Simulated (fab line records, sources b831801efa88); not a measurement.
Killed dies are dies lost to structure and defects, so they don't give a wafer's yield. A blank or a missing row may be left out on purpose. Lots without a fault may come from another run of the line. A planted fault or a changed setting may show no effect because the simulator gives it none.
Which tool did it? | flow sky130 | 7 lots, 21 wafers sampled, at 2 steps of a route of 708

WHAT THE GAUGES READ, wafer by wafer
SKY_VIA3_THK_MEAS_01.
lot  | measured     | on            | VIA3_HDPCVD_THK (nm)
L373 | day 38 21:17 | film_metro-01 | 1612 1624 1620
L376 | day 40 09:08 | film_metro-04 | 1638 1647 1656
L377 | day 41 07:05 | film_metro-01 | 1621 1631 1637
L387 | day 43 02:26 | film_metro-01 | 1660 1636 1654
L390 | day 44 08:56 | film_metro-02 | 1628 1613 1600
L392 | day 44 10:56 | film_metro-02 | 1647 1655 1645
L394 | day 44 19:11 | film_metro-01 | 1673 1681 1666

WHICH TOOL RAN EACH LOT (tool, then ch and the chambers of the sampled wafers, then the start)
lot  | SKY_METAL3_DESCUM_15
L373 | rie_metal-04 ch 0,1, day 38 20:11
L376 | rie_metal-03 ch 0,1, day 40 07:59
L377 | rie_metal-04 ch 0,1, day 41 02:33
L387 | rie_metal-03 ch 0,1, day 43 00:59
L390 | rie_metal-04 ch 0,1, day 44 07:48
L392 | rie_metal-04 ch 0,1, day 44 09:45
L394 | rie_metal-03 ch 0,1, day 44 18:01
- SKY_METAL3_DESCUM_15: chemistry O2, time 8 s.

THE ANSWER, worked out from the rows above alone
Rule: what is usual is taken from the lots themselves. Put in order of their means at a reading, lots are off if they are a third of the lots or fewer, leave a main group of 4 or more, and stand apart from it by a gap of 3 or more times the standard deviation of the main group's means; of several such gaps the widest counts. A main group whose means are all the same, to the digits that the tables above print for the reading, isn't used. A lot without any number at a reading at which 4 lots or more have one is off too. The other lots that the step has rows for count as sound.
No lot is off at any reading shown: from this, nothing can be told.

WHAT THE SIMULATOR HAD PUT IN
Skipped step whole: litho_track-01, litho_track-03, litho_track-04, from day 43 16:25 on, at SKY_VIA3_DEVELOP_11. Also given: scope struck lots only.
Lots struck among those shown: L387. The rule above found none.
